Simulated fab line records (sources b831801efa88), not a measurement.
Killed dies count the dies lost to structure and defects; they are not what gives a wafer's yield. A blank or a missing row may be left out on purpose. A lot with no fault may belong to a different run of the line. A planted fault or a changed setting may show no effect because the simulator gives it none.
2 desks, one fault | flow sky130 | each desk has only its own numbers; what lay behind them comes last

## DESK OF THE TOOL OWNER: rie_si-01
The tool's own readings at SKY_FIELD_ISO_ETCH_17 (etches Si in HBr/Cl2/O2, target depth 342 nm, time 97.7 s): means of the sampled wafers that have a number, for each lot that ran on this tool. Marked OUT: a lot whose mean sits more than 4 standard deviations from the usual mean, which makes it out of limits; the brackets give that distance.
Columns: A = drypump_motor_current_A at SKY_FIELD_ISO_ETCH_17, usual 5.6 A; B = oes_product_au at SKY_FIELD_ISO_ETCH_17, usual 1.002 a.u.; C = run_length_s at SKY_FIELD_ISO_ETCH_17, usual 126.1 s; D = throttle_valve_pct at SKY_FIELD_ISO_ETCH_17, usual 25.653 %
lot  | first seen here | A   | B     | C                | D
L143 | day 2 04:17     | 5.5 | 1.007 | 125.9            | 25.647
L151 | day 4 00:04     | 5.5 | 1.001 | 126.0            | 25.651
L156 | day 5 02:49     | 5.5 | 0.997 | 127.4            | 25.657
L158 | day 5 12:41     | 5.7 | 0.990 | 128.7 (+6.5) OUT | 25.654
L160 | day 5 23:13     | 5.4 | 0.988 | 130.7 (+12) OUT  | 25.663
Finding of this desk: L158, L160 out of limits; the first was L158 at day 5 12:41, on run_length_s at SKY_FIELD_ISO_ETCH_17. L143, L151, L156: within limits.

## AT THE METROLOGY DESK
What the gauges read for every lot (on any tool): the sampled wafers with a number, averaged. Marked OUT: a lot whose mean sits more than 4 standard deviations from the usual mean, which makes it out of limits; the brackets give that distance.
Columns: A = cd_nm at SKY_FIELD_ISO_CD_MEAS_13, usual 149.9 nm
lot  | first seen here | A
L143 | day 2 03:59     | 149.8
L146 | day 2 08:44     | 150.0
L151 | day 3 23:45     | 151.3
L156 | day 5 02:30     | 149.2
L158 | day 5 12:23     | 147.4
L160 | day 5 22:56     | 148.2
L164 | day 6 18:31     | 149.8
This desk found nothing out of limits on any of the 7 lots.

## TAKEN TOGETHER
The tool owner's desk had the chance to raise an alarm at day 5 12:41 on L158, L160.
Nothing out of limits was seen by the metrology desk.
The metrology desk holds a record of L158, L160, inside its limits.
SKY_FIELD_ISO_ETCH_17 was run on rie_si-01 by each of the lots named.

## WHAT WAS PUT IN BY THE SIMULATOR
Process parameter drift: rie_si-01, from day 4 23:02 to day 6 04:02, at SKY_FIELD_ISO_ETCH_17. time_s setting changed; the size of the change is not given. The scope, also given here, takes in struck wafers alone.
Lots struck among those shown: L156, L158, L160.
Hours from the fault's start to each desk's first reading out of limits: the tool owner's desk, 14.
